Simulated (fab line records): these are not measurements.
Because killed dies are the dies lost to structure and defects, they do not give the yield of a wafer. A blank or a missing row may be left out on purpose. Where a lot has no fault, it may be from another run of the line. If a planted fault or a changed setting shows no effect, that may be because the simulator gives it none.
fab line records	flow sky130
record lots=11	wafers=32	last_day=50
route steps=708 shown VIA4@656 PASSIVATION@683 PAD_OPEN@702
lots that met no fault: taken from a fault-free run of the same line
start_h: hours from the record's opening day to when the first of the lot's shown wafers began	wait_h: time in hours since the lot's previous step	" same as the row above	L1.1+2: a single row standing in for several wafers	- value missing, or start not given	* or withheld: withheld	< > ~ a bound
route shown NAME@n: NAME is a module with steps in the file, n the number in the route of the first one	usual: the fault-free wafers' mean and standard deviation	same: alike in all rows	chamber/n: place in a boat	sites: readings site by site	_std_site: the values' standard deviation	_edge_site: outer sites' mean less inner sites'	radius_mm: how far each site lies from the wafer's centre	mask NAME#n: copy n	behind: the tool/chamber that last shaped the wafer	hold: why the lot went on hold/how many hours it stayed there/how the hold came to an end	device: the transistor (n, p or np) that didn't switch	end of line: the tests these same wafers got at the end of their route	a step without rows: its recipe alone	killed: the dies lost at the first sort to structure and to defects; this is not the yield of the wafer	map: per-die view of a wafer (x killed, . not killed, _ where there is no die)
set.NAME: the run value of the setting; set.NAME@STEP: its run value at that earlier step	model.NAME: the simulator's own value behind a step, which no gauge read
steps of the route over a sample of lots; a table a step, a row a wafer
services: the hour from which a tool's chamber was out of use, counted from the record's first day as start_h (under 0 if before that day), plus the number of hours and why
## steps
# step SKY_VIA4_SPUTTER_17
# recipe material=TiN	target_thk_nm=20	chamber_pressure_pa=5	power_w=4000	time_s=80
# usual throttle_valve_pct=29.9/1.1
lot.wafer	tool	chamber	start_h	wait_h	throttle_valve_pct
L414.2	pvd_sputter-02	-	996.64	0.1	30.7
L414.3	"	-	"	"	31.2
L414.5	"	-	"	"	30.0
L421.3	pvd_sputter-04	-	1054.11	0.0	31.5
L421.5	"	-	"	"	28.6
L427.1	pvd_sputter-01	-	1088.91	0.0	30.1
L427.4	"	-	"	"	30.5
L427.6	"	-	"	"	29.9
L426.4	pvd_sputter-04	-	1090.71	0.0	28.2
L426.5	"	-	"	"	31.5
L426.6	"	-	"	"	28.6
L429.2	pvd_sputter-01	-	1101.84	0.0	29.9
L429.3	"	-	"	"	28.2
L429.4	"	-	"	"	30.1
L430.2	pvd_sputter-01	-	1106.58	0.0	30.4
L430.3	"	-	"	"	30.0
L430.6	"	-	"	"	29.7
L431.1	pvd_sputter-04	-	1113.38	0.0	31.4
L431.4	"	-	"	"	31.4
L431.6	"	-	"	"	31.1
L432.1	pvd_sputter-01	-	1114.13	0.0	30.9
L432.2	"	-	"	"	29.8
L432.3	"	-	"	"	28.1
L433.2	pvd_sputter-01	-	1127.34	0.0	29.8
L433.4	"	-	"	"	30.8
L433.5	"	-	"	"	28.3
L434.3	pvd_sputter-04	-	1134.04	0.0	31.2
L434.4	"	-	"	"	31.4
L434.5	"	-	"	"	31.2
L437.2	pvd_sputter-04	-	1143.90	0.0	28.8
L437.5	"	-	"	"	28.5
L437.6	"	-	"	"	31.6
# step SKY_PASSIVATION_CVD_02
# recipe material=Si3N4	target_thk_nm=540	temp_c=400	time_s=withheld	rf_w=450
# usual heater_power_w=766/140
lot.wafer	tool	chamber	start_h	wait_h	heater_power_w
L414.2	pecvd-01	0	1021.41	0.0	1101
L414.3	"	0	"	"	1115
L414.5	"	0	"	"	916
L421.3	pecvd-01	2	1076.69	0.0	775
L421.5	"	2	"	"	794
L427.1	pecvd-03	2	1111.05	0.1	763
L427.4	"	0	"	"	655
L427.6	"	2	"	"	796
L426.4	pecvd-02	0	1112.27	0.1	731
L426.5	"	1	"	"	657
L426.6	"	2	"	"	685
L429.2	pecvd-03	1	1123.89	0.0	794
L429.3	"	2	"	"	743
L429.4	"	0	"	"	661
L430.2	pecvd-02	2	1128.55	0.0	700
L430.3	"	0	"	"	742
L430.6	"	2	"	"	711
L431.1	pecvd-02	1	1135.12	0.1	632
L431.4	"	1	"	"	679
L431.6	"	2	"	"	606
L432.1	pecvd-02	0	1135.97	0.1	677
L432.2	"	2	"	"	590
L432.3	"	1	"	"	640
L433.2	pecvd-02	1	1147.89	0.0	615
L433.4	"	2	"	"	654
L433.5	"	1	"	"	651
L434.3	pecvd-01	0	1154.74	0.0	1042
L434.4	"	1	"	"	803
L434.5	"	0	"	"	1089
L437.2	pecvd-01	2	1163.49	0.0	676
L437.5	"	2	"	"	719
L437.6	"	1	"	"	759
# step SKY_PASSIVATION_THK_MEAS_03
# recipe reads=Si3N4_of_PASSIVATION_CVD_02
# usual PASSIVATION_CVD_02_THK=539/7.8
lot.wafer	tool	chamber	start_h	wait_h	PASSIVATION_CVD_02_THK[nm]
L414.2	film_metro-03	-	1021.84	-	541
L414.3	"	-	"	"	549
L414.5	"	-	"	"	545
L421.3	film_metro-01	-	1076.94	-	535
L421.5	"	-	"	"	710
L427.1	film_metro-02	-	1111.28	-	537
L427.4	"	-	"	"	542
L427.6	"	-	"	"	548
L426.4	film_metro-02	-	1112.42	-	549
L426.5	"	-	"	"	537
L426.6	"	-	"	"	532
L429.2	film_metro-02	-	1124.13	-	534
L429.3	"	-	"	"	545
L429.4	"	-	"	"	543
L430.2	film_metro-01	-	1128.78	-	537
L430.3	"	-	"	"	544
L430.6	"	-	"	"	538
L431.1	film_metro-01	-	1135.35	-	544
L431.4	"	-	"	"	545
L431.6	"	-	"	"	544
L432.1	film_metro-02	-	1136.19	-	545
L432.2	"	-	"	"	536
L432.3	"	-	"	"	542
L433.2	film_metro-01	-	1148.13	-	545
L433.4	"	-	"	"	542
L433.5	"	-	"	"	557
L434.3	film_metro-02	-	1154.99	-	530
L434.4	"	-	"	"	537
L434.5	"	-	"	"	535
L437.2	film_metro-03	-	1163.73	-	537
L437.5	"	-	"	"	536
L437.6	"	-	"	"	541
# step SKY_PASSIVATION_STRIP_12
# recipe chemistry=O2/N2	power_w=1400	pressure_mtorr=1500	platen_temp_c=withheld	overash_fraction=0.7	o2_flow_sccm=3000	n2_flow_sccm=300
# usual drypump_motor_current_A=5.7/0.54	oes_product_au=0.661/0.0043	strip_time_to_endpoint_s=31.56/0.13
lot.wafer	tool	chamber	start_h	wait_h	drypump_motor_current_A	oes_product_au	rf_hours_counter_h	strip_time_to_endpoint_s
L414.2	plasma_asher-01	1	1044.12	0.1	6.3	0.659	118	31.57
L414.3	"	1	"	"	6.3	0.663	-	31.42
L414.5	"	0	"	"	5.1	0.655	-	31.48
L421.3	plasma_asher-04	1	1097.27	0.1	6.2	0.664	-	31.68
L421.5	"	1	"	"	6.2	0.660	-	31.58
L427.1	plasma_asher-02	0	1130.32	0.1	6.0	0.659	39	31.56
L427.4	"	1	"	"	5.8	0.655	-	31.50
L427.6	"	0	"	"	6.0	0.661	-	31.49
L426.4	plasma_asher-01	0	1132.00	0.1	5.2	0.661	-	31.37
L426.5	"	0	"	"	5.2	0.663	-	31.43
L426.6	"	1	"	"	6.3	0.661	-	31.31
L429.2	plasma_asher-02	0	1143.42	0.1	6.0	0.655	40	31.40
L429.3	"	0	"	"	6.0	0.662	-	31.52
L429.4	"	1	"	"	5.8	0.653	-	31.62
L430.2	plasma_asher-02	1	1147.19	0.1	5.8	0.662	40	31.49
L430.3	"	1	"	"	5.8	0.658	-	31.57
L430.6	"	0	"	"	6.0	0.655	-	31.62
L431.1	plasma_asher-04	0	1154.14	0.1	4.9	0.658	104	31.59
L431.4	"	1	"	"	6.2	0.663	-	31.58
L431.6	"	1	"	"	6.2	0.658	-	31.49
L432.1	plasma_asher-02	1	1154.82	0.1	5.8	0.665	41	31.70
L432.2	"	0	"	"	6.0	0.667	41	31.51
L432.3	"	1	"	"	5.8	0.667	-	31.57
L433.2	plasma_asher-04	0	1165.91	0.1	4.8	0.660	106	31.49
L433.4	"	1	"	"	6.2	0.663	-	31.61
L433.5	"	0	"	"	4.9	0.665	-	31.53
L434.3	plasma_asher-04	1	1172.72	0.1	6.2	0.667	-	31.47
L434.4	"	0	"	"	4.9	0.664	-	31.52
L434.5	"	0	"	"	4.9	0.657	-	31.55
L437.2	plasma_asher-01	0	1180.74	0.1	5.1	0.659	11	31.55
L437.5	"	0	"	"	5.2	0.654	-	31.49
L437.6	"	1	"	"	6.3	0.664	-	31.36
# step SKY_PAD_OPEN_STRIP_08
# recipe chemistry=O2/N2	power_w=1400	pressure_mtorr=1500	platen_temp_c=withheld	overash_fraction=0.7	o2_flow_sccm=3000	n2_flow_sccm=300
# usual drypump_motor_current_A=5.5/0.62	oes_product_au=0.663/0.0044	strip_time_to_endpoint_s=37.04/0.13
lot.wafer	tool	chamber	start_h	wait_h	drypump_motor_current_A	oes_product_au	rf_hours_counter_h	strip_time_to_endpoint_s
L414.2	plasma_asher-03	1	1066.00	0.1	5.9	0.666	64	36.93
L414.3	"	1	"	"	5.9	0.668	-	36.88
L414.5	"	0	"	"	4.8	0.659	-	36.93
L421.3	plasma_asher-04	1	1117.67	0.1	6.2	0.664	-	37.16
L421.5	"	0	"	"	4.9	0.666	-	37.22
L427.1	plasma_asher-01	1	1148.94	0.1	6.3	0.659	8	37.04
L427.4	"	0	"	"	5.2	0.657	-	36.95
L427.6	"	1	"	"	6.3	0.671	-	36.94
L426.4	plasma_asher-01	1	1151.14	0.1	6.3	0.663	-	37.16
L426.5	"	1	"	"	6.3	0.670	-	37.08
L426.6	"	0	"	"	5.2	0.655	-	37.17
L429.2	plasma_asher-04	1	1161.29	0.1	6.2	0.667	105	37.21
L429.3	"	1	"	"	6.2	0.661	-	37.20
L429.4	"	0	"	"	4.8	0.667	-	37.20
L430.2	plasma_asher-04	1	1164.99	0.1	6.2	0.667	105	37.07
L430.3	"	0	"	"	4.9	0.656	-	36.97
L430.6	"	1	"	"	6.2	0.660	-	36.91
L431.1	plasma_asher-03	0	1171.43	0.1	4.8	0.663	74	37.08
L431.4	"	1	"	"	5.9	0.663	-	36.99
L431.6	"	1	"	"	5.8	0.656	-	37.01
L432.1	plasma_asher-04	1	1171.78	0.1	6.2	0.660	106	37.02
L432.2	"	0	"	"	4.8	0.660	106	36.94
L432.3	"	1	"	"	6.2	0.659	-	36.98
L433.2	plasma_asher-01	1	1182.39	0.1	6.3	0.670	11	37.26
L433.4	"	0	"	"	5.2	0.664	-	37.19
L433.5	"	1	"	"	6.3	0.661	-	37.16
L434.3	plasma_asher-01	0	1188.47	0.1	5.2	0.664	-	36.99
L434.4	"	1	"	"	6.3	0.664	-	36.92
L434.5	"	0	"	"	5.1	0.670	-	36.99
L437.2	plasma_asher-04	1	1195.99	0.1	6.2	0.665	109	37.03
L437.5	"	0	"	"	4.8	0.656	-	36.95
L437.6	"	1	"	"	6.2	0.664	-	37.07
## services
tool	chamber	start_h	hours	kind
pecvd-01	-	973.58	1.4	repair
pecvd-03	1	987.02	4.5	repair
pecvd-02	2	988.36	6.4	repair
plasma_asher-04	-	991.74	2.8	pm
plasma_asher-04	-	1025.45	9.0	repair
plasma_asher-01	-	1030.18	3.7	repair
pecvd-01	-	1030.56	2.0	repair
plasma_asher-04	-	1032.10	1.4	repair
pecvd-03	-	1052.90	0.5	repair
pecvd-02	2	1053.31	10.0	repair
plasma_asher-01	-	1055.25	9.0	pm
plasma_asher-01	0	1055.25	9.0	vent_cycle
plasma_asher-01	1	1055.25	9.0	vent_cycle
plasma_asher-01	0	1064.25	-	clean
plasma_asher-01	1	1064.25	-	clean
pecvd-01	1	1081.79	3.8	repair
pvd_sputter-01	1	1083.67	-	consumable_replace:kit
pecvd-02	0	1107.18	2.7	repair
pecvd-01	-	1131.83	6.0	pm
pvd_sputter-04	-	1134.25	5.6	repair
pecvd-03	0	1150.69	5.1	repair
pvd_sputter-04	-	1162.26	1.0	repair
pvd_sputter-01	-	1173.02	6.5	repair
pvd_sputter-04	-	1178.76	3.9	repair
## key
first_sign step=SKY_PASSIVATION_THK_MEAS_03	reading=PASSIVATION_CVD_02_THK	direction=up	sigmas=22	usual=539	struck=710
effect none on later readings
met_at SKY_PASSIVATION_CVD_02
struck_lots L421
struck_wafers L421.5
not_acting_at SKY_VIA4_SPUTTER_17,SKY_PASSIVATION_STRIP_12,SKY_PAD_OPEN_STRIP_08
onset_between 1021.41 1076.69
fault kind=process_parameter_drift	tool=pecvd-01	chamber=-	onset_h=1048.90	steps=SKY_PASSIVATION_CVD_02	channel=time_s	offset=withheld	shape=step	end_h=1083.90	scope=struck_wafers_only	acts_in=*
